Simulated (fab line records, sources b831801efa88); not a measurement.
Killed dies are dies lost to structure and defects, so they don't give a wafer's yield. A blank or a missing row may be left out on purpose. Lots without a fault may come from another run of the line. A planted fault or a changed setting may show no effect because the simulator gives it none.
fab line records | flow sky130
record lots=24 wafers=72 last_day=50
route steps=708 shown VIA1@482 METAL2@486 VIA2@523 PASSIVATION@692
lots that met no fault: from a run of the same line without faults
start_h: hours from the record's first day to the start of the lot's first wafer shown | wait_h: hours since the lot's step before | " the same as in the row above | L1.1+2: a row that stands for several wafers | - no value, or no start given | * or withheld: withheld | < > ~ a bound
route shown NAME@n: a module of which the file shows steps, and the number in the route of the first | usual: mean/standard deviation of fault-free wafers | same: alike in all rows | chamber/n: place in a boat | sites: the reading at each site | _std_site: their standard deviation | _edge_site: outer sites' mean less inner sites' | radius_mm: how far each site lies from the wafer's centre | mask NAME#n: copy n | behind: the tool/chamber that last shaped the wafer | hold: why the lot was held/for how many hours/how that ended | device: the transistor (n, p or np) that didn't switch | end of line: the same wafers' tests at the end of the route | a step without rows: its recipe alone | killed: dies lost to structure and defects at the first sort, not the wafer's yield | map: a wafer's dies, x killed, . not, _ none there
set.NAME: the setting as run; set.NAME@STEP: as run at that earlier step | model.NAME: the simulator's own value behind a step, which no gauge read
steps of the route over a sample of lots; a table a step, a row a wafer
services: from which hour (start_h, from the record's first day; less than 0 if before it) a tool's chamber was out of use, for how many hours, and why
## steps
# step SKY_VIA1_CMP_24
# recipe stop_on=SiO2 t_overpolish_s=15 down_force_psi=3.5 platen_rpm=60 target_thk_nm=0 pad_velocity_m_s=0.94248
# usual motor_current_A=11.7/1.1 overpolish_run_s=14.999/0.0088 time_to_endpoint_s=66.6/2.8
# columns lot.wafer tool chamber start_h wait_h motor_current_A overpolish_run_s time_to_endpoint_s
L074.4 cmp-01 0 801.12 0.1 12.4 14.984 67.9
L074.1 " 2 " " 11.5 14.996 68.9
L074.6 " 3 " " 11.5 14.999 68.9
L075.4 cmp-02 0 807.70 0.1 12.0 14.999 67.7
L075.6 " 2 " " 10.5 14.996 70.3
L075.5 " 3 " " 12.9 14.994 69.5
L076.4 cmp-01 1 811.79 0.0 14.0 14.986 62.4
L076.1 " 3 " " 11.1 15.006 64.5
L076.6 " 2 " " 11.8 15.025 65.4
L077.3 cmp-01 0 822.47 0.1 11.7 15.005 65.4
L077.2 " 2 " " 11.6 15.008 65.1
L077.5 " 3 " " 11.3 14.996 67.7
L079.4 cmp-02 3 843.32 0.0 12.7 15.001 66.3
L079.6 " 3 " " 12.2 15.007 64.8
L079.5 " 0 " " 11.4 15.011 65.5
L080.1 cmp-02 3 844.34 0.2 12.6 14.984 63.9
L080.4 " 2 " " 10.3 15.004 66.9
L080.5 " 3 " " 12.4 15.008 64.2
L078.2 cmp-02 3 845.67 0.0 12.1 15.004 64.1
L078.5 " 3 " " 13.4 15.000 63.8
L078.6 " 0 " " 10.8 14.995 66.4
L081.1 cmp-02 1 862.67 0.1 10.6 15.005 69.5
L081.2 " 3 " " 12.6 14.990 62.7
L081.6 " 0 " " 11.8 15.010 66.4
L082.4 cmp-01 0 873.99 0.0 12.1 14.989 68.9
L082.1 " 1 " " 13.6 15.001 67.9
L082.2 " 2 " " 11.4 14.998 68.9
L083.2 cmp-01 2 875.22 0.1 11.6 15.010 64.4
L083.3 " 0 " " 12.4 14.992 63.0
L083.6 " 1 " " 13.4 14.994 67.7
L084.4 cmp-01 3 878.62 0.0 11.4 14.973 69.0
L084.3 " 1 " " 14.0 14.984 63.7
L084.2 " 2 " " 11.7 14.989 65.8
L085.1 cmp-02 2 883.77 0.1 10.4 14.996 67.7
L085.4 " 3 " " 12.7 15.000 61.2
L085.5 " 2 " " 10.3 14.989 66.3
L086.1 cmp-01 0 891.97 0.1 12.6 14.998 63.0
L086.4 " 1 " " 13.2 15.000 66.0
L086.5 " 1 " " 13.1 14.989 67.8
L087.2 cmp-02 0 898.42 0.0 12.0 15.001 64.7
L087.1 " 3 " " 12.3 15.016 65.3
L087.5 " 1 " " 9.8 15.015 69.8
L088.3 cmp-01 1 909.40 0.0 13.2 15.008 65.9
L088.2 " 0 " " 11.9 14.982 66.6
L088.6 " 2 " " 10.8 15.014 67.8
L089.1 cmp-02 1 915.61 2.4 10.6 14.989 72.8
L089.2 " 2 " " 10.3 14.998 70.3
L089.5 " 1 " " 9.7 14.988 70.5
L090.4 cmp-01 2 930.17 0.1 11.5 14.992 68.5
L090.2 " 3 " " 11.2 15.015 65.9
L090.6 " 1 " " 13.5 14.985 64.2
L092.2 cmp-01 1 934.23 0.0 12.7 14.995 61.8
L092.4 " 2 " " 11.0 14.988 63.4
L092.5 " 1 " " 13.1 14.996 64.6
L091.3 cmp-02 1 936.06 0.2 10.4 14.993 71.6
L091.1 " 3 " " 13.1 15.008 63.3
L091.5 " 1 " " 10.0 14.995 74.0
L093.4 cmp-02 0 943.12 0.2 11.6 15.005 66.9
L093.1 " 1 " " 9.9 14.985 71.6
L093.5 " 0 " " 11.9 14.992 69.6
L094.4 cmp-02 2 946.31 0.1 10.3 15.001 66.5
L094.1 " 3 " " 12.5 15.004 67.0
L094.5 " 2 " " 10.7 15.010 67.2
L095.4 cmp-02 0 952.08 0.0 11.4 14.985 67.1
L095.2 " 1 " " 10.2 15.002 67.7
L095.1 " 3 " " 12.9 14.998 64.7
L096.2 cmp-02 3 961.49 0.1 12.3 15.004 61.0
L096.1 " 0 " " 11.5 15.000 64.1
L096.5 " 1 " " 9.9 15.012 67.3
L097.2 cmp-01 1 967.52 0.2 13.1 14.993 65.2
L097.4 " 2 " " 11.8 15.003 65.5
L097.5 " 2 " " 10.9 14.991 65.4
# step SKY_METAL2_SPUTTER_03
# recipe material=Ti target_thk_nm=5 power_w=3000 time_s=3.3 chamber_pressure_pa=0.4
# usual cathode_dc_power_W=3000.0/0.55 throttle_valve_pct=29.9/1.1
# columns lot.wafer tool chamber start_h wait_h cathode_dc_power_W throttle_valve_pct
L074.1 pvd_sputter-04 - 801.45 0.0 3000.5 28.1
L074.4 " - " " 2999.4 29.8
L074.6 " - " " 3000.5 28.3
L075.4 pvd_sputter-04 - 807.97 0.0 2999.9 29.9
L075.5 " - " " 2999.2 30.0
L075.6 " - " " 3000.5 30.0
L076.1 pvd_sputter-02 - 812.17 0.0 2999.5 32.0
L076.4 " - " " 2999.5 30.1
L076.6 " - " " 3001.1 29.9
L077.2 pvd_sputter-04 - 822.79 0.0 2998.5 29.9
L077.3 " - " " 2999.6 29.7
L077.5 " - " " 3000.3 28.1
L079.4 pvd_sputter-02 - 843.69 0.0 2999.7 30.5
L079.5 " - " " 3000.0 27.8
L079.6 " - " " 2999.9 32.1
L080.1 pvd_sputter-03 - 844.71 0.0 3000.0 29.7
L080.4 " - " " 3000.0 29.0
L080.5 " - " " 2999.8 29.8
L078.2 pvd_sputter-04 - 846.04 0.0 2999.3 28.1
L078.5 " - " " 3000.0 28.2
L078.6 " - " " 3000.0 29.6
L081.1 pvd_sputter-03 - 862.99 0.0 3000.8 30.6
L081.2 " - " " 3000.0 29.5
L081.6 " - " " 3000.0 30.6
L082.1 pvd_sputter-04 - 874.36 0.0 3000.7 29.8
L082.2 " - " " 2999.8 29.4
L082.4 " - " " 2999.0 30.2
L083.2 pvd_sputter-03 - 875.54 0.0 3000.3 30.7
L083.3 " - " " 2999.5 29.8
L083.6 " - " " 2999.5 29.2
L084.2 pvd_sputter-04 - 878.99 0.0 3001.4 30.3
L084.3 " - " " 2999.2 29.5
L084.4 " - " " 3000.1 29.7
L085.1 pvd_sputter-03 - 884.09 0.0 2999.0 29.7
L085.4 " - " " 3000.2 30.9
L085.5 " - " " 2999.7 31.2
L086.1 pvd_sputter-03 - 892.35 0.0 2999.7 31.1
L086.4 " - " " 2999.7 30.8
L086.5 " - " " 2999.3 29.4
L087.1 pvd_sputter-02 - 898.79 0.0 3001.0 28.0
L087.2 " - " " 2999.8 31.8
L087.5 " - " " 2999.9 27.9
L088.2 pvd_sputter-03 - 909.77 0.0 3000.3 31.1
L088.3 " - " " 2999.9 29.0
L088.6 " - " " 2999.2 30.7
L089.1 pvd_sputter-02 - 915.98 0.0 2999.6 32.1
L089.2 " - " " 2999.8 27.5
L089.5 " - " " 3001.5 30.4
L090.2 pvd_sputter-04 - 930.49 0.0 2999.9 29.6
L090.4 " - " " 3000.9 28.1
L090.6 " - " " 2999.8 27.9
L092.2 pvd_sputter-03 - 934.60 0.0 2999.2 31.1
L092.4 " - " " 2998.9 30.8
L092.5 " - " " 2999.5 30.8
L091.1 pvd_sputter-02 - 936.38 0.0 3000.3 30.5
L091.3 " - " " 3000.3 30.0
L091.5 " - " " 2998.9 30.1
L093.1 pvd_sputter-03 - 943.44 0.0 3000.3 29.3
L093.4 " - " " 3000.2 31.0
L093.5 " - " " 2999.6 29.8
L094.1 pvd_sputter-04 - 946.63 0.0 3000.3 29.9
L094.4 " - " " 3000.7 28.2
L094.5 " - " " 3000.6 29.9
L095.1 pvd_sputter-04 - 952.45 0.0 2999.7 30.0
L095.2 " - " " 2999.2 28.1
L095.4 " - " " 2999.6 29.2
L096.1 pvd_sputter-02 - 961.76 0.0 3000.4 32.2
L096.2 " - " " 2999.3 30.0
L096.5 " - " " 2999.9 32.2
L097.2 pvd_sputter-02 - 967.89 0.0 3000.2 32.1
L097.4 " - " " 3000.5 32.0
L097.5 " - " " 3000.3 29.7
# step SKY_METAL2_DESCUM_17
# recipe chemistry=O2 source_power_w=150 bias_power_w=0 pressure_mtorr=10 temp_c=40 time_s=8
# usual drypump_motor_current_A=5.99/0.26 oes_product_au=1.002/0.0092
# columns lot.wafer tool chamber start_h wait_h drypump_motor_current_A oes_product_au rf_hours_counter_h
L074.1 rie_metal-03 1 828.17 0.0 6.10 1.000 13
L074.4 " 0 " " 6.20 1.002 -
L074.6 " 1 " " 6.06 0.996 -
L075.4 rie_metal-02 0 834.89 0.0 5.63 0.992 -
L075.5 " 0 " " 5.64 0.983 -
L075.6 " 0 " " 5.62 0.987 -
L076.1 rie_metal-03 0 839.46 0.0 6.19 0.996 17
L076.4 " 1 " " 6.12 0.998 -
L076.6 " 0 " " 6.20 1.015 -
L077.2 rie_metal-01 1 849.67 0.0 5.65 1.019 1
L077.3 " 1 " " 5.69 1.009 -
L077.5 " 1 " " 5.67 1.011 -
L079.4 rie_metal-03 1 869.79 0.0 6.10 0.997 -
L079.5 " 1 " " 6.10 1.000 -
L079.6 " 1 " " 6.13 0.994 -
L080.1 rie_metal-01 1 871.37 0.0 5.66 1.000 3
L080.4 " 1 " " 5.59 0.991 -
L080.5 " 1 " " 5.62 1.009 -
L078.2 rie_metal-02 1 872.41 0.0 6.34 1.000 1
L078.5 " 0 " " 5.61 0.987 -
L078.6 " 1 " " 6.36 0.999 -
L081.1 rie_metal-02 1 889.88 0.0 6.36 0.994 2
L081.2 " 1 " " 6.36 1.008 -
L081.6 " 1 " " 6.36 1.007 -
L082.1 rie_metal-01 1 900.98 0.0 5.64 0.998 4
L082.2 " 0 " " 5.82 0.996 1
L082.4 " 0 " " 5.79 1.007 -
L083.2 rie_metal-03 1 901.87 0.0 6.10 0.998 17
L083.3 " 1 " " 6.10 1.004 -
L083.6 " 0 " " 6.19 1.009 -
L084.2 rie_metal-03 1 905.26 0.0 6.09 0.999 17
L084.3 " 0 " " 6.21 1.004 -
L084.4 " 1 " " 6.07 0.996 -
L085.1 rie_metal-03 0 910.08 0.0 6.22 1.003 1
L085.4 " 0 " " 6.20 1.004 -
L085.5 " 0 " " 6.20 1.000 -
L086.1 rie_metal-01 1 918.13 0.0 5.63 1.007 5
L086.4 " 1 " " 5.68 1.020 -
L086.5 " 1 " " 5.60 1.014 -
L087.1 rie_metal-03 0 923.56 0.0 6.21 1.019 2
L087.2 " 1 " " 6.11 1.022 18
L087.5 " 0 " " 6.20 1.009 -
L088.2 rie_metal-02 1 934.40 0.0 6.36 1.007 4
L088.3 " 1 " " 6.35 1.001 -
L088.6 " 1 " " 6.37 1.008 -
L089.1 rie_metal-03 1 940.78 0.0 6.13 1.006 19
L089.2 " 0 " " 6.17 1.005 3
L089.5 " 0 " " 6.19 1.000 -
L090.2 rie_metal-01 0 955.26 0.0 5.80 0.995 4
L090.4 " 0 " " 5.78 1.013 -
L090.6 " 0 " " 5.78 1.004 -
L092.2 rie_metal-02 1 959.01 0.0 6.35 1.004 6
L092.4 " 1 " " 6.36 1.004 -
L092.5 " 0 " " 5.58 0.989 -
L091.1 rie_metal-03 1 961.06 0.0 6.10 0.997 20
L091.3 " 0 " " 6.19 1.001 -
L091.5 " 1 " " 6.12 0.994 -
L093.1 rie_metal-01 0 968.02 0.0 5.80 0.994 4
L093.4 " 0 " " 5.80 0.996 -
L093.5 " 1 " " 5.63 1.018 -
L094.1 rie_metal-01 0 970.64 0.0 5.80 1.003 4
L094.4 " 0 " " 5.78 1.008 -
L094.5 " 0 " " 5.79 1.000 -
L095.1 rie_metal-03 0 976.74 0.0 6.18 1.003 5
L095.2 " 0 " " 6.18 1.016 -
L095.4 " 0 " " 6.19 1.010 -
L096.1 rie_metal-03 1 986.37 0.0 6.10 0.985 0
L096.2 " 0 " " 6.18 1.006 6
L096.5 " 0 " " 6.19 1.001 -
L097.2 rie_metal-03 0 991.96 0.0 6.16 1.000 7
L097.4 " 0 " " 6.20 0.999 -
L097.5 " 1 " " 6.11 0.995 -
# step SKY_VIA2_STRIP_16
# recipe chemistry=O2/N2 power_w=1400 pressure_mtorr=1500 platen_temp_c=withheld o2_flow_sccm=3000 n2_flow_sccm=300 overash_fraction=0.5
# usual drypump_motor_current_A=5.9/0.41 oes_product_au=0.399/0.0044 strip_time_to_endpoint_s=4.045/0.027
# columns lot.wafer tool chamber start_h wait_h drypump_motor_current_A oes_product_au rf_hours_counter_h strip_time_to_endpoint_s
L074.1 plasma_asher-01 0 855.53 0.0 6.3 0.401 43 4.057
L074.4 " 0 " " 6.3 0.393 - 4.035
L074.6 " 0 " " 6.3 0.398 - 4.034
L075.4 plasma_asher-02 1 863.37 0.1 6.2 0.393 - 4.036
L075.5 " 0 " " 5.7 0.390 - 4.059
L075.6 " 1 " " 6.2 0.397 - 4.010
L076.1 plasma_asher-03 1 866.88 0.0 6.1 0.403 13 4.052
L076.4 " 0 " " 5.9 0.395 - 4.061
L076.6 " 1 " " 6.1 0.403 - 4.055
L077.2 plasma_asher-03 1 876.76 0.0 6.1 0.402 13 4.043
L077.3 " 0 " " 5.9 0.399 - 4.051
L077.5 " 0 " " 5.9 0.404 - 4.058
L079.4 plasma_asher-02 0 897.82 0.1 5.7 0.396 - 4.082
L079.5 " 1 " " 6.3 0.393 - 4.047
L079.6 " 0 " " 5.7 0.401 - 4.072
L080.1 plasma_asher-03 0 899.29 0.0 5.9 0.394 16 4.053
L080.4 " 1 " " 6.1 0.401 - 4.077
L080.5 " 1 " " 6.1 0.401 - 4.070
L078.2 plasma_asher-03 0 899.94 0.0 5.9 0.395 16 4.024
L078.5 " 1 " " 6.1 0.404 - 4.044
L078.6 " 0 " " 5.9 0.409 - 4.064
L081.1 plasma_asher-01 0 917.29 0.0 6.3 0.398 48 4.021
L081.2 " 1 " " 5.2 0.394 48 3.976
L081.6 " 0 " " 6.3 0.402 - 4.031
L082.1 plasma_asher-01 1 926.14 0.0 5.2 0.399 49 3.999
L082.2 " 0 " " 6.3 0.400 49 3.980
L082.4 " 0 " " 6.3 0.403 - 4.049
L083.2 plasma_asher-03 1 927.93 0.0 6.1 0.400 18 4.041
L083.3 " 0 " " 5.9 0.398 - 4.066
L083.6 " 0 " " 5.9 0.392 - 4.038
L084.2 plasma_asher-01 1 932.24 0.0 5.2 0.400 50 4.060
L084.3 " 1 " " 5.2 0.402 - 4.102
L084.4 " 0 " " 6.3 0.397 - 4.037
L085.1 plasma_asher-03 0 936.28 0.0 5.9 0.395 19 4.003
L085.4 " 1 " " 6.1 0.409 - 4.010
L085.5 " 0 " " 5.9 0.400 - 3.984
L086.1 plasma_asher-01 0 944.28 0.0 6.3 0.404 51 4.064
L086.4 " 1 " " 5.2 0.405 - 4.049
L086.5 " 0 " " 6.3 0.398 - 4.043
L087.1 plasma_asher-02 0 949.71 0.0 5.7 0.398 79 4.030
L087.2 " 1 " " 6.2 0.404 79 4.067
L087.5 " 0 " " 5.7 0.399 - 4.043
L088.2 plasma_asher-01 1 960.34 0.0 5.2 0.397 53 4.079
L088.3 " 0 " " 6.3 0.405 - 4.068
L088.6 " 1 " " 5.2 0.398 - 4.095
L089.1 plasma_asher-01 1 967.43 0.0 5.2 0.395 53 3.995
L089.2 " 0 " " 6.2 0.396 53 4.004
L089.5 " 0 " " 6.3 0.408 - 4.019
L090.2 plasma_asher-02 0 980.71 0.0 5.7 0.395 83 4.048
L090.4 " 1 " " 6.3 0.397 - 4.033
L090.6 " 1 " " 6.3 0.407 - 4.007
L092.2 plasma_asher-01 1 984.73 0.0 5.2 0.394 55 4.056
L092.4 " 0 " " 6.3 0.397 - 4.039
L092.5 " 0 " " 6.3 0.403 - 4.086
L091.1 plasma_asher-03 1 986.71 0.0 6.0 0.398 22 4.050
L091.3 " 1 " " 6.1 0.400 - 4.028
L091.5 " 1 " " 6.1 0.400 - 4.041
L093.1 plasma_asher-02 0 993.48 0.0 5.6 0.403 84 4.076
L093.4 " 0 " " 5.7 0.398 - 4.067
L093.5 " 1 " " 6.2 0.401 - 4.048
L094.1 plasma_asher-02 0 996.06 0.0 5.7 0.403 84 4.077
L094.4 " 0 " " 5.7 0.404 - 4.097
L094.5 " 0 " " 5.7 0.398 - 4.098
L095.1 plasma_asher-01 0 1002.53 0.0 6.3 0.398 57 4.051
L095.2 " 1 " " 5.2 0.402 57 4.086
L095.4 " 0 " " 6.3 0.396 - 4.065
L096.1 plasma_asher-02 1 1011.23 0.0 6.2 0.403 86 4.035
L096.2 " 0 " " 5.7 0.402 86 4.057
L096.5 " 1 " " 6.2 0.404 - 4.016
L097.2 plasma_asher-01 0 1016.89 0.1 6.2 0.396 59 4.023
L097.4 " 0 " " 6.3 0.403 - 4.024
L097.5 " 1 " " 5.1 0.395 - 4.030
# step SKY_VIA2_THK_MEAS_23
# recipe thk_meas_gauge=xrf reads=W_of_VIA2_CVD_21
# usual VIA2_W_THK=435/9.7
# columns lot.wafer tool chamber start_h wait_h VIA2_W_THK[nm]
L074.1 film_metro-04 - 856.43 0.1 433
L074.4 " - " " 436
L074.6 " - " " 435
L075.4 film_metro-03 - 864.27 0.1 433
L075.5 " - " " 441
L075.6 " - " " 437
L076.1 film_metro-03 - 867.78 0.1 447
L076.4 " - " " 443
L076.6 " - " " 441
L077.2 film_metro-04 - 877.67 0.1 428
L077.3 " - " " 436
L077.5 " - " " 435
L079.4 film_metro-04 - 898.72 0.1 433
L079.5 " - " " 428
L079.6 " - " " 427
L080.1 film_metro-03 - 900.21 0.1 427
L080.4 " - " " 432
L080.5 " - " " 435
L078.2 film_metro-03 - 900.87 0.1 446
L078.5 " - " " 441
L078.6 " - " " 447
L081.1 film_metro-03 - 918.19 0.1 427
L081.2 " - " " 426
L081.6 " - " " 427
L082.1 film_metro-04 - 927.05 0.1 432
L082.2 " - " " 427
L082.4 " - " " 433
L083.2 film_metro-03 - 928.85 0.1 431
L083.3 " - " " 430
L083.6 " - " " 429
L084.2 film_metro-03 - 933.15 0.1 441
L084.3 " - " " 438
L084.4 " - " " 445
L085.1 film_metro-03 - 937.18 0.1 427
L085.4 " - " " 434
L085.5 " - " " 438
L086.1 film_metro-04 - 945.21 0.1 447
L086.4 " - " " 448
L086.5 " - " " 444
L087.1 film_metro-04 - 950.62 0.1 431
L087.2 " - " " 426
L087.5 " - " " 432
L088.2 film_metro-04 - 961.29 0.1 416
L088.3 " - " " 419
L088.6 " - " " 414
L089.1 film_metro-03 - 968.35 0.1 452
L089.2 " - " " 449
L089.5 " - " " 450
L090.2 film_metro-03 - 981.62 0.1 455
L090.4 " - " " 453
L090.6 " - " " 452
L092.2 film_metro-04 - 985.68 0.1 423
L092.4 " - " " 421
L092.5 " - " " 425
L091.1 film_metro-01 - 987.62 0.1 441
L091.3 " - " " 449
L091.5 " - " " 436
L093.1 film_metro-01 - 994.38 0.1 420
L093.4 " - " " 423
L093.5 " - " " 421
L094.1 film_metro-01 - 996.97 0.1 426
L094.4 " - " " 425
L094.5 " - " " 423
L095.1 film_metro-01 - 1003.44 0.1 435
L095.2 " - " " 439
L095.4 " - " " 447
L096.1 film_metro-03 - 1012.13 0.1 437
L096.2 " - " " 435
L096.5 " - " " 432
L097.2 film_metro-03 - 1017.81 0.1 455
L097.4 " - " " 451
L097.5 " - " " 450
# step SKY_PASSIVATION_ETCH_11
# recipe chemistry=CF4/O2 target_depth_nm=725 stop_on=AlCu source_w=800 bias_w=150 pressure_mtorr=150 cf4_flow_sccm=80 O2_flow_sccm=10 time_s=161.1
# usual drypump_motor_current_A=5.7/0.5 oes_product_au=0.976/0.0072 throttle_valve_pct=5.964/0.0095
# columns lot.wafer tool chamber start_h wait_h drypump_motor_current_A oes_product_au rf_hours_counter_h throttle_valve_pct
L074.1 rie_diel-04 2 1060.47 - 5.5 0.974 18 5.960
L074.4 " 1 " " 6.2 0.974 9 5.939
L074.6 " 2 " " 5.5 0.970 - 5.961
L075.4 rie_diel-04 1 1065.53 - 6.2 0.971 10 5.952
L075.5 " 2 " " 5.5 0.978 - 5.967
L075.6 " 1 " " 6.2 0.973 - 5.963
L076.1 rie_diel-02 0 1070.62 - 5.6 0.970 12 5.971
L076.4 " 1 " " 6.1 0.980 7 5.953
L076.6 " 0 " " 5.6 0.982 - 5.974
L077.2 rie_diel-04 0 1076.20 - 4.9 0.967 10 5.959
L077.3 " 2 " " 5.5 0.966 18 5.968
L077.5 " 3 " " 5.4 0.972 - 5.960
L079.4 rie_diel-04 1 1094.85 - 6.2 0.986 11 5.996
L079.5 " 3 " " 5.4 0.980 - 5.964
L079.6 " 2 " " 5.5 0.969 - 5.975
L080.1 rie_diel-04 1 1095.37 - 6.2 0.961 11 5.952
L080.4 " 0 " " 4.9 0.982 11 5.962
L080.5 " 1 " " 6.2 0.966 - 5.972
L078.2 rie_diel-02 1 1095.72 - 6.1 0.980 8 5.970
L078.5 " 1 " " 6.1 0.976 - 5.977
L078.6 " 2 " " 5.9 0.986 - 5.960
L081.1 rie_diel-02 1 1112.63 - 6.2 0.971 9 5.948
L081.2 " 3 " " 6.5 0.976 8 5.953
L081.6 " 3 " " 6.4 0.973 - 5.973
L082.1 rie_diel-04 3 1117.78 - 5.4 0.975 16 5.965
L082.2 " 0 " " 4.9 0.972 12 5.962
L082.4 " 2 " " 5.5 0.974 20 5.964
L083.2 rie_diel-01 0 1118.47 - 5.0 0.987 26 5.966
L083.3 " 2 " " 5.2 0.969 8 5.967
L083.6 " 1 " " 6.1 0.973 - 5.965
L085.1 rie_diel-02 1 1126.12 - 6.1 0.971 9 5.956
L085.4 " 3 " " 6.4 0.974 8 5.949
L085.5 " 0 " " 5.6 0.971 - 5.973
L086.1 rie_diel-04 2 1131.57 - 5.5 0.972 21 5.962
L086.4 " 3 " " 5.4 0.980 16 5.957
L086.5 " 3 " " 5.4 0.969 - 5.965
L087.1 rie_diel-04 1 1137.75 - 6.2 0.973 12 5.969
L087.2 " 3 " " 5.4 0.962 17 5.962
L087.5 " 0 " " 4.9 0.983 - 5.968
L088.2 rie_diel-01 0 1146.68 - 5.0 0.979 27 5.951
L088.3 " 3 " " 5.3 0.971 10 5.967
L088.6 " 1 " " 6.1 0.976 - 5.967
L089.1 rie_diel-02 1 1155.28 - 6.1 0.971 11 5.968
L089.2 " 3 " " 6.4 0.975 9 5.952
L089.5 " 3 " " 6.4 0.978 - 5.962
L084.2 rie_diel-04 1 1156.55 - 6.2 0.967 13 5.944
L084.3 " 3 " " 5.4 0.984 17 5.975
L084.4 " 2 " " 5.5 0.989 21 5.966
L090.2 rie_diel-02 2 1157.93 - 5.9 0.981 30 5.965
L090.4 " 3 " " 6.5 0.991 9 5.978
L090.6 " 1 " " 6.1 0.981 - 5.971
L092.2 rie_diel-04 1 1163.80 - 6.3 0.972 13 5.968
L092.4 " 2 " " 5.5 0.991 22 5.951
L092.5 " 0 " " 4.9 0.979 - 5.958
L091.1 rie_diel-04 1 1165.92 - 6.2 0.972 13 5.968
L091.3 " 0 " " 4.9 0.970 13 5.965
L091.5 " 3 " " 5.4 0.966 - 5.955
L093.1 rie_diel-04 1 1168.72 - 6.2 0.963 13 5.964
L093.4 " 2 " " 5.5 0.983 22 5.973
L093.5 " 1 " " 6.2 0.969 - 5.948
L094.1 rie_diel-02 1 1173.53 - 6.1 0.981 11 5.958
L094.4 " 2 " " 5.9 0.991 30 5.976
L094.5 " 1 " " 6.2 0.980 - 5.952
L095.1 rie_diel-04 0 1177.88 - 4.9 0.975 14 5.961
L095.2 " 2 " " 5.5 0.974 22 5.967
L095.4 " 1 " " 6.2 0.979 13 5.954
L096.1 rie_diel-02 2 1184.10 - 5.9 0.981 31 5.952
L096.2 " 3 " " 6.5 0.969 10 5.950
L096.5 " 3 " " 6.4 0.989 - 5.966
L097.2 rie_diel-01 1 1187.08 - 6.1 0.972 18 5.958
L097.4 " 0 " " 5.0 0.989 28 5.977
L097.5 " 1 " " 6.1 0.980 - 5.958
## services
# columns tool chamber start_h hours kind
rie_diel-04 3 795.76 5.6 repair
rie_metal-03 - 805.44 0.8 repair
cmp-01 - 808.35 1.1 repair
cmp-01 - 838.99 16.3 pm
rie_metal-03 - 867.09 0.2 repair
rie_diel-04 0 868.14 13.9 repair
plasma_asher-01 - 888.95 8.0 repair
cmp-02 - 908.09 6.3 pm
cmp-01 - 912.00 4.0 pm
cmp-01 - 916.02 2.4 repair
cmp-02 - 918.61 13.6 pm
cmp-02 - 932.69 1.0 repair
cmp-01 - 935.71 1.2 repair
cmp-02 - 938.67 4.1 repair
rie_metal-03 - 948.42 2.8 pm
cmp-02 - 958.65 0.3 repair
cmp-01 - 981.61 0.7 repair
cmp-01 - 1007.19 1.0 repair
cmp-02 - 1037.19 7.7 pm
cmp-02 - 1086.31 4.0 pm
cmp-01 - 1096.47 5.9 pm
cmp-01 - 1105.47 2.6 repair
cmp-02 - 1145.99 0.9 repair
rie_metal-03 - 1169.28 0.8 repair
## key
fault none
